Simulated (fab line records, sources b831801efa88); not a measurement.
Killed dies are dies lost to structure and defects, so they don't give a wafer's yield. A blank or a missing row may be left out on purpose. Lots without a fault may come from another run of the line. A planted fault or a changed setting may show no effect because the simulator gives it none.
Problem report in the 8D (eight disciplines) form, filled by code | flow sfq_line | the parts of the form that need people (team, actions taken, sign-off) are left out

1. THE PROBLEM
heater_power_total_W at SFQ_TRILAYER_I4_VIA_LITHO_PEB_106 reads a mean of 88.55 W on 4 wafers of 3 lots; wafers without a fault read 79.15 W with a standard deviation of 0.071. That is +99 or more standard deviations from the usual mean.
The step: peb time 60 s.
First seen on wafer L970.4, day 50 04:58, on litho_track-01. The record holds 19 wafers of 7 lots with a number at this step. Rule for "out", or "out of limits": more than 4 standard deviations from the usual mean. The other wafers with a number count as sound.

2. WHAT IT IS AND WHAT IT IS NOT
question                    | is                             | is not
which readings at this step | heater_power_total_W           | -
which lots                  | L970, L971, L972               | L962, L964, L981, L983
which wafers of those lots  | L970.4, L970.5, L971.5, L972.5 | L971.1, L971.6, L972.1
read on which tools         | litho_track-01                 | litho_track-03, litho_track-04
when                        | from day 50 04:58              | up to then (6 sound wafers); but 9 sound wafers of L971, L972, L981, L983 came after

3. SUSPECTS, AND WHAT RULES EACH OUT
Counting: a tool at a process step up to the reading stays a suspect if it ran every lot that is out. Sound lots after the first of them don't rule it out here, since some wafers of a struck lot are sound.
- litho_track-01 at SFQ_TRILAYER_I4_VIA_LITHO_PEB_106 (peb time 60 s): kept. It ran every lot that is out, first L970 (day 50 04:58); its last sound lot up to then is L962 (day 47 14:50). Its own readings are out on those wafers: heater_power_total_W.
Left after counting: litho_track-01 at SFQ_TRILAYER_I4_VIA_LITHO_PEB_106.

4. THE CAUSE (what the simulator had put in)
Process parameter drift: litho_track-01, from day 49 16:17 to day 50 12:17, at SFQ_TRILAYER_I4_VIA_LITHO_PEB_106. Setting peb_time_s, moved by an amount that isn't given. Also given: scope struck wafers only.
Counting left only this tool.

5. THE CHAIN OF EFFECTS, in route order
Each row: a reading whose mean over the struck wafers that have a number lies more than 3 standard deviations from the usual. Only readings for which the record gives a usual standard deviation are gone through. hours: the time from each lot's start at the first step in this table that gives one to its start at this step, as a median over the lots. sigmas: the change in usual standard deviations.
hours | step                              | reading              | usual   | on struck wafers | change | sigmas
0     | SFQ_TRILAYER_I4_VIA_LITHO_PEB_106 | heater_power_total_W | 79.15 W | 88.55            | +9.39  | +99 or more
The process steps in it:
- SFQ_TRILAYER_I4_VIA_LITHO_PEB_106: peb time 60 s.
Later measuring or inspecting steps at which every struck wafer that the step has a row for has a number for every such reading, and none has moved that far: SFQ_I4_OVL_MEAS_928.

6. WHAT WOULD HAVE CAUGHT IT SOONER
In this record the first reading out of limits was taken at day 50 04:58, 13 hours after the fault began at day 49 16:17.
